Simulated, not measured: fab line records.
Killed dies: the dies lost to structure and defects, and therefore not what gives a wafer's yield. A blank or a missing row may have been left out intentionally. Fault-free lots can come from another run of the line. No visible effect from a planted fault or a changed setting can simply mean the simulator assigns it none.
fab line records ; flow gf180mcu ; part 2 of 2: steps 24 to 33 of 33
record: lots: 5; wafers: 15; last-day: 34
route steps=602 shown M4@472 V4@476 MIM@503
lots that met no fault: from a run of the same line without faults
start-h: hours from the record's first day to the start of the lot's first wafer shown ; wait-h: time in hours since the lot's previous step ; " identical to the entry in the row above ; L1.1+2: one row covering several wafers at once ; - no value, or no start was given ; * or withheld: withheld ; < > ~ a bound
route shown NAME@n: names a module that has steps shown in the file, with the first one's number in the route ; usual: average and standard deviation across the fault-free wafers ; same: alike in all rows ; chamber/n: place in a boat ; sites: the reading at each site ; _std_site: standard deviation across them ; _edge_site: the outer-site mean with the inner-site mean subtracted ; radius-mm: how far each site lies from the wafer's centre ; mask NAME#n: copy n ; behind: the most recent tool/chamber to have shaped the wafer ; hold: reason for holding the lot/hours on hold/outcome of the hold ; device: the n, p or np transistor that did not switch ; end of line: the same wafers' tests at the end of the route ; a step given without rows: its recipe and nothing more ; killed: dies lost to structure and defects at the first sort, not the wafer's yield ; map: the dies of a wafer, with x for killed, . for not killed, _ for no die there
set.NAME: setting as actually run; set.NAME@STEP: the setting as run at that earlier step ; model.NAME: the simulator's own value behind a step, which no gauge read
a table for each step, a row for each wafer; lots at some steps of the route
services: a tool's chamber out of use, with start hour (start-h, from the record's first day; less than 0 if before it), hours out, and reason
== steps ==
step: GF_V4_STRIP_19
recipe: chemistry: post-etch-residue-remover; time-s: 1200; temp-c: 72.5
lot.wafer;tool;chamber;start-h;wait-h
L078.2+4+6;wet-bench-01;0;589.27;0.1
L084.2+5+6;wet-bench-02;1;646.68;0.1
L086.1+2+3;wet-bench-02;1;661.88;0.1
L089.2+3+6;wet-bench-01;2;683.42;0.1
L097.4+5+6;wet-bench-01;3;731.15;0.0
step: GF_V4_CLEAN_20
recipe: chemistry: DIW; dry: n2-spin
lot.wafer;tool;chamber;start-h;wait-h
L078.2+4+6;wet-bench-04;0;589.64;0.0
L084.2+5+6;wet-bench-01;2;647.03;0.0
L086.1+2+3;wet-bench-01;1;662.23;0.0
L089.2+3+6;wet-bench-04;2;683.76;0.0
L097.4+5+6;wet-bench-01;3;731.49;0.0
step: GF_V4_SPUTTER_21
recipe: material: Ti; target-thk-nm: 15; chamber-pressure-pa: 5; power-w: 2500; substrate-temp-c: 200; time-s: 80.02
usual: substrate-temp-c: 200.00/0.15; throttle-valve-pct: 30.7/1.3
lot.wafer;tool;chamber;start-h;wait-h;substrate-temp-c;throttle-valve-pct
L078.2;pvd-sputter-03;-;589.83;0.0;200.22;31.1
L078.4;pvd-sputter-03;-;589.83;0.0;199.79;31.1
L078.6;pvd-sputter-03;-;589.83;0.0;200.22;30.9
L084.2;pvd-sputter-01;-;647.12;0.0;199.90;30.5
L084.5;pvd-sputter-01;-;647.12;0.0;199.82;30.3
L084.6;pvd-sputter-01;-;647.12;0.0;200.14;29.2
L086.1;pvd-sputter-02;-;662.32;0.0;199.96;28.8
L086.2;pvd-sputter-02;-;662.32;0.0;200.14;31.1
L086.3;pvd-sputter-02;-;662.32;0.0;200.12;30.8
L089.2;pvd-sputter-02;-;683.85;0.0;200.10;28.9
L089.3;pvd-sputter-02;-;683.85;0.0;199.92;31.2
L089.6;pvd-sputter-02;-;683.85;0.0;199.81;28.9
L097.4;pvd-sputter-02;-;731.58;0.0;199.90;33.0
L097.5;pvd-sputter-02;-;731.58;0.0;199.70;29.0
L097.6;pvd-sputter-02;-;731.58;0.0;199.99;31.1
step: GF_V4_SPUTTER_22
recipe: material: TiN; target-thk-nm: 10; chamber-pressure-pa: 5; power-w: 4000; time-s: 40
usual: throttle-valve-pct: 30.7/1.3
lot.wafer;tool;chamber;start-h;wait-h;throttle-valve-pct
L078.2;pvd-sputter-03;-;589.89;0.0;31.5
L078.4;pvd-sputter-03;-;589.89;0.0;31.0
L078.6;pvd-sputter-03;-;589.89;0.0;31.2
L084.2;pvd-sputter-01;-;647.18;0.0;30.6
L084.5;pvd-sputter-01;-;647.18;0.0;30.4
L084.6;pvd-sputter-01;-;647.18;0.0;29.1
L086.1;pvd-sputter-02;-;662.38;0.0;29.2
L086.2;pvd-sputter-02;-;662.38;0.0;31.1
L086.3;pvd-sputter-02;-;662.38;0.0;30.7
L089.2;pvd-sputter-02;-;683.91;0.0;29.1
L089.3;pvd-sputter-02;-;683.91;0.0;31.0
L089.6;pvd-sputter-02;-;683.91;0.0;29.1
L097.4;pvd-sputter-02;-;731.65;0.0;32.9
L097.5;pvd-sputter-02;-;731.65;0.0;29.2
L097.6;pvd-sputter-02;-;731.65;0.0;31.2
step: GF_V4_CVD_23
recipe: material: W; target-thk-nm: 350; time-s: 104.9; temp-c: 400; pressure-torr: 40
usual: heater-power-w: 918/67
lot.wafer;tool;chamber;start-h;wait-h;heater-power-w
L078.2;cvd-w-02;1;589.93;0.0;900
L078.4;cvd-w-02;0;589.93;0.0;874
L078.6;cvd-w-02;1;589.93;0.0;880
L084.2;cvd-w-01;1;647.22;0.0;1043
L084.5;cvd-w-01;1;647.22;0.0;1015
L084.6;cvd-w-01;0;647.22;0.0;845
L086.1;cvd-w-01;0;662.49;0.1;890
L086.2;cvd-w-01;1;662.49;0.1;1007
L086.3;cvd-w-01;1;662.49;0.1;1025
L089.2;cvd-w-02;1;683.95;0.0;886
L089.3;cvd-w-02;1;683.95;0.0;893
L089.6;cvd-w-02;0;683.95;0.0;889
L097.4;cvd-w-01;1;731.72;0.1;1019
L097.5;cvd-w-01;1;731.72;0.1;1022
L097.6;cvd-w-01;0;731.72;0.1;852
step: GF_V4_RS_MEAS_24
recipe: thk-meas-gauge: four-point-probe; reads: W_of_V4_CVD_23+TiN_of_V4_SPUTTER_22+Ti_of_V4_SPUTTER_21
usual: V4_W_RS: 0.328/0.0036
lot.wafer;tool;chamber;start-h;wait-h;V4_W_RS[ohm/sq]
L078.2;film-metro-03;-;590.06;0.1;0.328
L078.4;film-metro-03;-;590.06;0.1;0.331
L078.6;film-metro-03;-;590.06;0.1;0.326
L084.2;film-metro-03;-;647.35;0.1;0.324
L084.5;film-metro-03;-;647.35;0.1;0.321
L084.6;film-metro-03;-;647.35;0.1;0.325
L086.1;film-metro-04;-;662.60;0.1;0.331
L086.2;film-metro-04;-;662.60;0.1;0.330
L086.3;film-metro-04;-;662.60;0.1;0.327
L089.2;film-metro-03;-;684.09;0.1;0.326
L089.3;film-metro-03;-;684.09;0.1;0.328
L089.6;film-metro-03;-;684.09;0.1;0.326
L097.4;film-metro-03;-;731.86;0.1;0.327
L097.5;film-metro-03;-;731.86;0.1;0.329
L097.6;film-metro-03;-;731.86;0.1;0.332
step: GF_V4_THK_MEAS_25
recipe: thk-meas-gauge: xrf; reads: W_of_V4_CVD_23
usual: V4_W_THK: 358/5.2
lot.wafer;tool;chamber;start-h;wait-h;V4_W_THK[nm]
L078.2;film-metro-03;-;590.17;0.1;362
L078.4;film-metro-03;-;590.17;0.1;355
L078.6;film-metro-03;-;590.17;0.1;361
L084.2;film-metro-03;-;647.46;0.1;368
L084.5;film-metro-03;-;647.46;0.1;368
L084.6;film-metro-03;-;647.46;0.1;363
L086.1;film-metro-04;-;662.72;0.1;351
L086.2;film-metro-04;-;662.72;0.1;351
L086.3;film-metro-04;-;662.72;0.1;356
L089.2;film-metro-03;-;684.20;0.1;362
L089.3;film-metro-03;-;684.20;0.1;359
L089.6;film-metro-03;-;684.20;0.1;362
L097.4;film-metro-03;-;731.95;0.1;363
L097.5;film-metro-03;-;731.95;0.1;360
L097.6;film-metro-03;-;731.95;0.1;357
step: GF_V4_CMP_26
recipe: stop-on: SiO2; down-force-psi: 3.5; platen-rpm: 60; t-overpolish-s: 15; target-thk-nm: 0; pad-velocity-m-s: 0.94248
usual: motor-current-A: 11.5/1.7; overpolish-run-s: 15.000/0.0086; time-to-endpoint-s: 83/4.7
lot.wafer;tool;chamber;start-h;wait-h;motor-current-A;overpolish-run-s;time-to-endpoint-s
L078.4;cmp-02;0;590.27;0.1;9.7;15.013;82
L078.2;cmp-02;1;590.27;0.1;10.5;15.000;83
L078.6;cmp-02;3;590.27;0.1;10.4;14.999;83
L084.2;cmp-02;1;647.61;0.1;11.5;14.985;82
L084.6;cmp-02;3;647.61;0.1;10.3;14.991;84
L084.5;cmp-02;0;647.61;0.1;9.6;14.991;83
L086.3;cmp-02;2;662.97;0.2;9.8;15.012;89
L086.1;cmp-02;0;662.97;0.2;9.6;15.010;87
L086.2;cmp-02;1;662.97;0.2;11.2;15.007;82
L089.3;cmp-01;3;684.30;0.1;12.3;14.996;92
L089.2;cmp-01;0;684.30;0.1;15.5;15.010;84
L089.6;cmp-01;3;684.30;0.1;12.2;14.997;92
L097.4;cmp-01;1;731.98;0.0;11.9;15.006;93
L097.5;cmp-01;1;731.98;0.0;12.0;15.013;91
L097.6;cmp-01;2;731.98;0.0;13.3;15.001;79
step: GF_MIM_SPUTTER_00
recipe: material: Ti; target-thk-nm: 37.5; arriving-ion-energy-ev: 80; substrate-temp-c: 200; chamber-pressure-pa: 2; power-w: 4000; time-s: 150
usual: substrate-temp-c: 199.99/0.16; throttle-valve-pct: 30.5/0.88
lot.wafer;tool;chamber;start-h;wait-h;substrate-temp-c;throttle-valve-pct
L078.2;pvd-sputter-02;-;590.52;0.1;199.81;31.3
L078.4;pvd-sputter-02;-;590.52;0.1;200.28;30.5
L078.6;pvd-sputter-02;-;590.52;0.1;199.85;30.6
L084.2;pvd-sputter-02;-;647.81;0.1;199.97;33.1
L084.5;pvd-sputter-02;-;647.81;0.1;200.14;30.9
L084.6;pvd-sputter-02;-;647.81;0.1;200.13;29.2
L086.1;pvd-sputter-01;-;663.27;0.1;199.85;30.4
L086.2;pvd-sputter-01;-;663.27;0.1;199.63;30.5
L086.3;pvd-sputter-01;-;663.27;0.1;200.05;30.3
L089.2;pvd-sputter-04;-;684.55;0.1;199.71;30.8
L089.3;pvd-sputter-04;-;684.55;0.1;200.05;31.0
L089.6;pvd-sputter-04;-;684.55;0.1;199.78;30.7
L097.4;pvd-sputter-04;-;732.28;0.2;200.02;30.9
L097.5;pvd-sputter-04;-;732.28;0.2;200.15;30.7
L097.6;pvd-sputter-04;-;732.28;0.2;200.05;30.5
step: GF_MIM_SPUTTER_01
recipe: material: TiN; target-thk-nm: 30; power-w: 6500; time-s: 25; chamber-pressure-pa: 0.4
usual: throttle-valve-pct: 30.5/0.88
lot.wafer;tool;chamber;start-h;wait-h;throttle-valve-pct
L078.2;pvd-sputter-02;-;590.62;0.1;31.4
L078.4;pvd-sputter-02;-;590.62;0.1;30.4
L078.6;pvd-sputter-02;-;590.62;0.1;30.7
L084.2;pvd-sputter-02;-;647.91;0.1;33.0
L084.5;pvd-sputter-02;-;647.91;0.1;31.1
L084.6;pvd-sputter-02;-;647.91;0.1;29.1
L086.1;pvd-sputter-01;-;663.37;0.1;30.4
L086.2;pvd-sputter-01;-;663.37;0.1;30.5
L086.3;pvd-sputter-01;-;663.37;0.1;30.1
L089.2;pvd-sputter-04;-;684.65;0.1;30.7
L089.3;pvd-sputter-04;-;684.65;0.1;30.7
L089.6;pvd-sputter-04;-;684.65;0.1;30.6
L097.4;pvd-sputter-04;-;732.38;0.1;30.8
L097.5;pvd-sputter-04;-;732.38;0.1;30.4
L097.6;pvd-sputter-04;-;732.38;0.1;30.6
== services ==
tool;chamber;start-h;hours;kind
krf-scanner-01;-;542.67;1.5;repair
cvd-w-01;1;545.61;2.9;repair
krf-scanner-01;-;553.60;1.0;pm
cmp-01;-;569.76;6.8;repair
cmp-02;-;572.07;4.0;pm
rie-diel-01;1;579.54;5.7;repair
cmp-02;-;584.55;3.9;repair
cmp-02;-;600.98;2.5;repair
rie-diel-04;0;605.42;8.9;repair
cmp-02;-;615.91;1.9;repair
rie-diel-01;0;620.45;3.7;repair
rie-diel-04;0;623.94;10.4;repair
pecvd-04;-;624.36;4.4;repair
rie-diel-01;3;631.29;16.5;repair
rie-diel-01;-;633.55;0.5;repair
cmp-01;-;652.01;11.4;repair
rie-diel-04;3;654.59;24.2;repair
pvd-sputter-02;-;655.00;4.1;repair
cmp-01;-;666.04;0.6;repair
cmp-01;-;679.90;0.2;repair
rie-diel-01;3;719.63;2.0;repair
rie-diel-01;1;723.69;2.9;repair
cmp-02;-;726.37;0.7;repair
pvd-sputter-04;-;728.15;2.5;repair
